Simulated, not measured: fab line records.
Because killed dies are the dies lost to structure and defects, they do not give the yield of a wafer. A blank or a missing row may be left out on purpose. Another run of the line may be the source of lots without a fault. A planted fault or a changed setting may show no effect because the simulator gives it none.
Comparing a struck lot with a sound one + flow sky130 + 38 out of 708 route steps
Sound: wafers L467.2, L467.4, L467.6. Struck: wafer L487.4 (left out: L487.6, a lot-mate that was not struck); the cause follows at the end.
Each step with rows lists, per side, the tool, then ch with its chambers, then its first start. Under that, the readings that differ: sound wafers + struck wafers + difference of the means + sigmas: that difference in standard deviations of wafers without a fault.
alike: words and numbers the same on both sides, and readings whose means are apart by under 2 such deviations; not compared: readings that were withheld, readings missing a value for some wafer, numbers with overlapping values and no deviation given by the record, and bounds like >300 which may hide the same value.
The two part at a step that has a row with sigmas, a row that says differs or no value, or rows on one side only. When numbers do not overlap yet have no deviation, they are printed without sigmas and do not part them. A reading that every wafer of one side lacks parts them only if that side has two wafers or more.

first, 9 steps without rows for these wafers: SKY_VIA2_SPUTTER_20 (material TiN, target thk 20 nm, time 80 s); SKY_VIA2_CVD_21 (deposits W, target thk 420 nm, time 126.4 s); SKY_VIA2_CMP_24 (polishes, stops on SiO2, t overpolish 20 s, target thk 0 nm); SKY_METAL3_SPUTTER_00 (material Ti, target thk 15 nm, time 10 s); SKY_METAL3_SPUTTER_01 (material TiN, target thk 20 nm, time 16.7 s); SKY_METAL3_SPUTTER_02 (material AlCu, target thk 735 nm, time 39.1 s); SKY_METAL3_SPUTTER_03 (material Ti, target thk 5 nm, time 3.3 s); SKY_METAL3_SPUTTER_04 (material TiN, target thk 70 nm, time 58.3 s); SKY_CAPM_CVD_00 (deposits SiO2, target thk 15.5 nm).
SKY_CAPM_SPUTTER_02: material TiN, target thk 200 nm, time 166.7 s.
  sound: pvd_sputter-02 at day 36 09:22; struck: pvd_sputter-01 at day 42 13:33
| reading                                  | sound             | struck | difference | sigmas |
|------------------------------------------|-------------------|--------|------------|--------|
| model.TiN_of_CAPM_SPUTTER_02.thk_nm (nm) | 198.4 197.7 199.7 | 149.6  | -49.0      |        |
  alike: throttle_valve_pct
SKY_CAPM_RS_MEAS_03: the measuring method here is four-point-probe.
  sound: film_metro-03 at day 36 09:29; struck: film_metro-02 at day 42 13:43
| reading              | sound          | struck | difference | sigmas |
|----------------------|----------------|--------|------------|--------|
| CAPM_TIN_RS (ohm/sq) | 6.97 7.00 6.93 | 9.32   | +2.35      | +29    |
SKY_CAPM_THK_MEAS_04: measures by xrf.
  sound: film_metro-03 at day 36 09:36; struck: film_metro-02 at day 42 13:49
| reading           | sound             | struck | difference | sigmas |
|-------------------|-------------------|--------|------------|--------|
| CAPM_TIN_THK (nm) | 201.8 199.7 202.7 | 148.3  | -53.1      | -21    |
then, 7 steps without rows for these wafers: SKY_CAPM_DEHYDRATE_05 (time 60 s); SKY_CAPM_HMDS_06 (prime time 60 s); SKY_CAPM_COAT_07 (resist thk 1140 nm); SKY_CAPM_SOFTBAKE_08 (time 60 s); SKY_CAPM_EXPOSE_09 (exposes mask CAPM, target cd 1000 nm); SKY_CAPM_PEB_10; SKY_CAPM_DEVELOP_11 (develop time 60 s).
SKY_CAPM_METAL_ETCH_13: etches TiN in Cl2/BCl3, stops on SiO2, target depth 220 nm, time 62.9 s.
  sound on rie_metal-01 ch 1, day 37 11:31; struck on rie_metal-01 ch 1, day 43 12:59
| reading                | sound                | struck | difference | sigmas |
|------------------------|----------------------|--------|------------|--------|
| oes_product_au (a.u.)  | 0.940 0.938 0.935    | 0.794  | -0.144     | -17    |
| throttle_valve_pct (%) | 21.906 21.924 21.903 | 21.994 | +0.083     | +8     |
  alike: drypump_motor_current_A
  not compared: rf_hours_counter_h
then, 16 steps without rows for these wafers: SKY_CAPM_STRIP_14 (strips in O2/N2); SKY_CAPM_STRIP_15 (strips in post etch residue remover, time 1200 s); SKY_CAPM_CLEAN_16 (cleans in IPA, time 180 s); SKY_CAPM_CLEAN_17 (cleans in O3/DIW); SKY_METAL3_DEHYDRATE_05 (time 60 s); SKY_METAL3_HMDS_06 (prime time 60 s); SKY_METAL3_COAT_07 (resist thk 60 nm); SKY_METAL3_COAT_08 (resist thk 1140 nm); SKY_METAL3_SOFTBAKE_09 (time 90 s); SKY_METAL3_EXPOSE_10 (exposes mask MM3, target cd 300 nm); SKY_METAL3_PEB_11; SKY_METAL3_DEVELOP_12 (develop time 60 s); SKY_METAL3_DESCUM_15 (chemistry O2, time 8 s); SKY_METAL3_ETCH_16 (etches BARC in N2/H2, stops on SiO2, time 88.2 s, target depth 60 nm); SKY_METAL3_ETCH_17 (etches SiO2 in C4F8/O2/Ar, stops on TiN, time 3.9 s, target depth 15 nm); SKY_METAL3_METAL_ETCH_18 (etches the open film in Cl2/BCl3, stops on SiO2, target depth 845 nm, time 183.1 s).
SKY_METAL3_STRIP_20: strips in post etch residue remover, time 1200 s.
  sound on wet_bench-04 ch 3, day 38 13:59; struck on wet_bench-02 ch 0, day 44 12:56
| reading                                  | sound             | struck | difference | sigmas |
|------------------------------------------|-------------------|--------|------------|--------|
| model.TiN_of_CAPM_SPUTTER_02.thk_nm (nm) | 197.6 196.9 198.9 | 148.8  | -49.0      |        |
-- the record jumps here: 6 days lie between the struck wafers' starts before and after (it left off in module METAL3 and takes up again in module PAD_OPEN, whose first step shown is number 708 of the route) --
SKY_PAD_OPEN_PROBE_99:
  sound: prober-02 at day 45 18:57; struck: prober-02 at day 50 14:06
| reading                              | sound                | struck | difference | sigmas |
|--------------------------------------|----------------------|--------|------------|--------|
| model.etest.cap_mim.plate_ohm_sq     | 6.045 6.095 5.998    | 8.041  | +1.995     |        |
| model.etest.cap_mim.bv_v (V)         | 13.55 13.98 14       | 12.63  | -1.21      |        |
| model.etest.cap_mim.leak_log10_a_cm2 | -8.901 -8.984 -9.122 | -8.535 | +0.467     |        |
  alike: defect_limited_yield, killed_at_M0_to_M3, killed_at_M4_up, killed_at_contacts, killed_at_front_end, killed_at_other, killed_dies, killed_open, killed_short, sort_bin_3_pad_short, sort_bin_5_function, sort_bin_6_memory, sort_n_pass, sort_yield_pct

== WHERE THEY PART ==
Last at SKY_CAPM_METAL_ETCH_13 as far as this record goes, first at SKY_CAPM_RS_MEAS_03. Later steps at which nothing parts them and some readings are alike: SKY_PAD_OPEN_PROBE_99.

WHY: whatever the simulator had introduced
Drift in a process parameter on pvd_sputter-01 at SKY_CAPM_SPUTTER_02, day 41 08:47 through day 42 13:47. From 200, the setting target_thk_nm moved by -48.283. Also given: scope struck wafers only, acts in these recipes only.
